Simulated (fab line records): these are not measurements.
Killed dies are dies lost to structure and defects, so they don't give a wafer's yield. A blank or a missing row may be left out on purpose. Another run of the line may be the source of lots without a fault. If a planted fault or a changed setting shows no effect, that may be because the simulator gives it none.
A lot that was struck, set against a sound lot | flow sky130 | 43 steps out of a route of 708
Sound: these wafers, L931.1, L931.2, L931.4. The struck wafers were L929.2, L929.4, L929.5. The cause is named last.
At each step with rows: each side's tool, then ch and its chambers, then its first start. Under that, the readings that differ: sound wafers | struck wafers | difference of the means | sigmas: that difference in standard deviations of wafers without a fault.
alike: readings with means less than 2 such deviations apart, plus words and numbers identical on both sides. not compared: withheld readings, readings lacking a value on some wafer, bounds such as >300 that could conceal the same value, and numbers that have no deviation in the record and whose values overlap.
A row with sigmas, a row that says differs or no value, or rows on one side alone: a step with any of these is where the two part. Non-overlapping numbers with no deviation appear without sigmas and do not part them. Lack of a reading on every wafer of one side parts them only where that side has two or more wafers.

first, 1 step without rows for these wafers: SKY_VIA4_ETCH_12 (etches SiO2 in C4F8/O2/Ar, stops on TiN, target depth 580 nm).
SKY_VIA4_STRIP_13: strips in O2/N2.
  sound on plasma-asher-02 ch 0,1, day 47 06:54; struck on plasma-asher-04 ch 0,1, day 46 17:23
  alike: drypump-motor-current-A, oes-product-au, strip-time-to-endpoint-s
  not compared: rf-hours-counter-h
then, 4 steps without rows for these wafers: SKY_VIA4_STRIP_14 (strips in post etch residue remover, time 1200 s); SKY_VIA4_CLEAN_15 (cleans in IPA, time 180 s); SKY_VIA4_CLEAN_16 (cleans in O3/DIW); SKY_VIA4_SPUTTER_17 (material TiN, target thk 20 nm, time 80 s).
SKY_VIA4_CVD_18: deposits W, target thk 505 nm, time 152.14 s.
  sound on cvd-w-02 ch 0,1, day 47 07:34; struck on cvd-w-01 ch 0, day 46 18:02
  alike: heater-power-w
  not compared: since-wet-clean-h
SKY_VIA4_RS_MEAS_19: uses a four-point probe to measure.
  struck on film-metro-03, day 46 18:13; sound on film-metro-01, day 47 07:43
  reading            | sound                | struck               | difference | sigmas
  VIA4_W_RS (ohm/sq) | 0.2308 0.2338 0.2304 | 0.2238 0.2229 0.2255 | -0.0076    | -3
SKY_VIA4_THK_MEAS_20: measures by xrf.
  struck on film-metro-03, day 46 18:19; sound on film-metro-01, day 47 07:50
  alike: VIA4_W_THK
SKY_VIA4_CMP_21: polishes, stops on SiO2, t overpolish 25 s, target thk 0 nm.
  sound on cmp-01 ch 0,2,3, day 47 07:54; struck on cmp-02 ch 0,2,3, day 46 18:22
  alike: head-pressure-psi, motor-current-A, overpolish-run-s, time-to-endpoint-s
then, 2 steps without rows for these wafers: SKY_METAL5_SPUTTER_00 (material Ti, target thk 15 nm, time 10 s); SKY_METAL5_SPUTTER_01 (material TiN, target thk 20 nm, time 16.7 s).
SKY_METAL5_SPUTTER_02: material AlCu, target thk 1150 nm, time 61.2 s.
  struck on pvd-sputter-02, day 46 18:43; sound on pvd-sputter-01, day 47 08:14
  alike: throttle-valve-pct
then, 2 steps without rows for these wafers: SKY_METAL5_SPUTTER_03 (material Ti, target thk 5 nm, time 3.3 s); SKY_METAL5_SPUTTER_04 (material TiN, target thk 70 nm, time 58.3 s).
SKY_METAL5_RS_MEAS_05: uses a four-point probe to measure.
  struck on film-metro-03, day 46 18:52; sound on film-metro-01, day 47 08:22
  alike: METAL5_ALCU_RS
SKY_METAL5_THK_MEAS_06: measures by xrf.
  struck on film-metro-03, day 46 18:58; sound on film-metro-01, day 47 08:29
  alike: METAL5_ALCU_THK
then, 7 steps without rows for these wafers: SKY_METAL5_DEHYDRATE_07 (time 60 s); SKY_METAL5_HMDS_08 (prime time 60 s); SKY_METAL5_COAT_09 (resist thk 1800 nm); SKY_METAL5_SOFTBAKE_10 (time 60 s); SKY_METAL5_EXPOSE_11 (exposes mask MM5, target cd 1600 nm); SKY_METAL5_PEB_12; SKY_METAL5_DEVELOP_13 (develop time 60 s).
SKY_METAL5_DESCUM_14: chemistry O2, time 11 s.
  sound on rie-metal-02 ch 0,1, day 48 04:30; struck on rie-metal-01 ch 0, day 47 13:54
  alike: drypump-motor-current-A, oes-product-au
  not compared: rf-hours-counter-h
then, 1 step without rows for these wafers: SKY_METAL5_METAL_ETCH_15 (etches the open film in Cl2/BCl3, stops on SiO2, target depth 1260 nm, time 252 s).
SKY_METAL5_STRIP_16: strips in O2/N2.
  sound on plasma-asher-03 ch 0,1, day 48 04:46; struck on plasma-asher-03 ch 1, day 47 14:10
  alike: drypump-motor-current-A, oes-product-au, strip-time-to-endpoint-s
  not compared: rf-hours-counter-h
then, 4 steps without rows for these wafers: SKY_METAL5_STRIP_17 (strips in post etch residue remover, time 1200 s); SKY_METAL5_CLEAN_18 (cleans in IPA, time 180 s); SKY_METAL5_CLEAN_19 (cleans in O3/DIW); SKY_PASSIVATION_CVD_00 (deposits SiO2, target thk 90 nm).
SKY_PASSIVATION_THK_MEAS_01:
  struck on film-metro-01, day 47 14:50; sound on film-metro-02, day 48 05:23
  alike: PASSIVATION_CVD_00_THK
then, 1 step without rows for these wafers: SKY_PASSIVATION_CVD_02 (deposits Si3N4, target thk 540 nm).
SKY_PASSIVATION_THK_MEAS_03:
  struck on film-metro-02, day 47 15:14; sound on film-metro-04, day 48 05:40
  alike: PASSIVATION_CVD_02_THK
then, 8 steps without rows for these wafers: SKY_PASSIVATION_DEHYDRATE_04 (time 60 s); SKY_PASSIVATION_HMDS_05 (prime time 60 s); SKY_PASSIVATION_COAT_06 (resist thk 3000 nm); SKY_PASSIVATION_SOFTBAKE_07; SKY_PASSIVATION_EXPOSE_08 (exposes mask NSM, target cd 3000 nm); SKY_PASSIVATION_PEB_09; SKY_PASSIVATION_DEVELOP_10 (develop time 60 s); SKY_PASSIVATION_ETCH_11 (etches the open film in CF4/O2, stops on AlCu, target depth 725 nm, time 161.1 s).
SKY_PAD_OPEN_PROBE_99:
  struck on prober-01, day 49 07:12; sound on prober-01, day 49 20:52
  reading                               | sound              | struck            | difference | sigmas
  defect-limited-yield (%)              | 85.6 80.1 81.7     | 74.4 74.8 77.6    | -6.9       | -4
  killed_at_M4_up                       | 3 1 4              | 55 36 27          | +37        | +18
  killed-dies                           | 71 98 90           | 126 124 110       | +34        | +4
  sort_bin_3_pad_short (%)              | 0.4 0.8 0.8        | 2.6 2.2 1.6       | +1.5       | +3
  sort_bin_5_function (%)               | 8.5 10.6 12.6      | 16.3 17.1 13.0    | +4.9       | +4
  sort-n-pass                           | 421 394 402        | 366 368 382       | -34        | -4
  sort-yield-pct (%)                    | 85.6 80.1 81.7     | 74.4 74.8 77.6    | -6.9       | -4
  model.etest.tester.sort-n-pass        | 421 394 402        | 366 368 382       | -34        |
  model.etest.tester.sort-yield-pct (%) | 85.57 80.08 81.71  | 74.39 74.8 77.64  | -6.84      |
  model.etest.tester.sort_bin_5_pct (%) | 8.537 10.57 12.6   | 16.26 17.07 13.01 | +4.88      |
  model.etest.tester.sort_bin_3_pct (%) | 0.4065 0.813 0.813 | 2.642 2.236 1.626 | +1.491     |
  alike: killed_at_M0_to_M3, killed-at-contacts, killed-at-front-end, killed-at-other, killed-open, killed-short, sort_bin_6_memory

## WHERE THEY PART
First at SKY_VIA4_RS_MEAS_19; last, within this record, at SKY_PAD_OPEN_PROBE_99.

WHY: the cause the simulator had injected
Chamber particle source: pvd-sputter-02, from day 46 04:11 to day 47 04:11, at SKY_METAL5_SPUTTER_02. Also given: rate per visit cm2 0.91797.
